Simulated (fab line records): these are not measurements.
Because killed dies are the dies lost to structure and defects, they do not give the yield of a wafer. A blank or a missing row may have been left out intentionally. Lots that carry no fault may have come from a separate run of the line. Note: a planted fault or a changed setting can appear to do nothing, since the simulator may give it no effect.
What tool caused it? -- flow sky130 -- 13 lots with 39 wafers sampled at 2 steps, on a route of 708 steps

## WHAT EACH GAUGE READ, for each wafer
The record lacks any reading of a measuring or inspecting step that a usual standard deviation could be used to judge.

## WHICH TOOL RAN EACH LOT (tool, then ch and the chambers of the sampled wafers, then the start)
lot,SKY_METAL4_SPUTTER_04,SKY_METAL4_METAL_ETCH_18
L705,"pvd-sputter-03, day 40 08:53","rie-metal-02 ch 0,1, day 42 09:40"
L706,"pvd-sputter-03, day 40 20:16","rie-metal-04 ch 0,1, day 42 19:36"
L707,"pvd-sputter-03, day 40 21:47","rie-metal-01 ch 0,1, day 42 21:23"
L708,"pvd-sputter-02, day 41 00:24","rie-metal-04 ch 0,1, day 43 00:08"
L709,"pvd-sputter-01, day 41 11:04","rie-metal-02 ch 0,1, day 43 09:56"
L710,"pvd-sputter-01, day 42 04:18","rie-metal-01 ch 0,1, day 44 04:40"
L714,"pvd-sputter-01, day 42 09:05","rie-metal-01 ch 0,1, day 44 08:51"
L721,"pvd-sputter-02, day 44 10:50","rie-metal-01 ch 0,1, day 46 07:13"
L722,"pvd-sputter-03, day 44 17:04","rie-metal-04 ch 0,1, day 46 12:55"
L723,"pvd-sputter-03, day 44 18:41","rie-metal-01 ch 0,1, day 46 14:35"
L724,"pvd-sputter-02, day 45 07:20","rie-metal-02 ch 0,1, day 47 01:23"
L726,"pvd-sputter-03, day 45 13:13","rie-metal-01 ch 0,1, day 47 07:29"
L728,"pvd-sputter-03, day 46 01:57","rie-metal-04 ch 0,1, day 47 19:55"
- SKY_METAL4_SPUTTER_04: material TiN, target thk 70 nm, time 58.3 s.
- SKY_METAL4_METAL_ETCH_18: etches the open film in Cl2/BCl3, stops on SiO2, target depth 845 nm, time 183.1 s.

## WHAT THE TOOLS THEMSELVES READ (means of the sampled wafers that have a number; where no wafer has one, the mark that the record gives instead)
SKY_METAL4_SPUTTER_04.
lot,tool,throttle-valve-pct (%)
L705,pvd-sputter-03,28.7
L706,pvd-sputter-03,29.5
L707,pvd-sputter-03,29.6
L708,pvd-sputter-02,29.2
L709,pvd-sputter-01,29.2
L710,pvd-sputter-01,29.5
L714,pvd-sputter-01,29.6
L721,pvd-sputter-02,29.9
L722,pvd-sputter-03,28.5
L723,pvd-sputter-03,28.5
L724,pvd-sputter-02,29.8
L726,pvd-sputter-03,29.3
L728,pvd-sputter-03,29.3

SKY_METAL4_METAL_ETCH_18.
lot,tool,bias-w (W),drypump-motor-current-A (A),oes-product-au (a.u.),throttle-valve-pct (%)
L705,rie-metal-02,48.41,5.1,0.869,22.266
L706,rie-metal-04,48.49,5.7,0.865,22.259
L707,rie-metal-01,48.54,6.2,0.871,22.258
L708,rie-metal-04,48.43,5.7,0.864,22.267
L709,rie-metal-02,48.60,5.4,0.867,22.263
L710,rie-metal-01,48.55,5.9,0.864,22.268
L714,rie-metal-01,48.57,5.9,0.882,22.269
L721,rie-metal-01,48.57,5.8,0.873,22.267
L722,rie-metal-04,48.51,5.7,0.878,22.265
L723,rie-metal-01,48.40,5.8,0.863,22.261
L724,rie-metal-02,48.40,5.1,0.860,22.270
L726,rie-metal-01,48.55,6.2,0.863,22.271
L728,rie-metal-04,48.50,5.7,0.872,22.269

## THE ANSWER, worked out from the rows above alone
Rule: usual is defined by the lots themselves. The widest of any qualifying gaps counts: lots, ordered by their means at a reading, are off when they make up no more than a third of the lots, leave a main group of 4 or more, and stand apart from it by 3 or more times the standard deviation of that group's means. A main group is skipped when, at the precision printed for the reading in the tables above, its means are all equal. Also off: a lot with no number at a reading for which 4 or more lots have one. Any other lot the step has rows for is counted as sound. The gauges are gone through in route order, then the tools' own readings, and for those a lot's mean is taken as printed above. At the first step where some lot is off, the reading lying furthest off is the one used; lots without a number count as furthest.
Across all readings shown, no lot is off: no conclusion can be drawn from this.

## WHAT WAS PUT IN BY THE SIMULATOR
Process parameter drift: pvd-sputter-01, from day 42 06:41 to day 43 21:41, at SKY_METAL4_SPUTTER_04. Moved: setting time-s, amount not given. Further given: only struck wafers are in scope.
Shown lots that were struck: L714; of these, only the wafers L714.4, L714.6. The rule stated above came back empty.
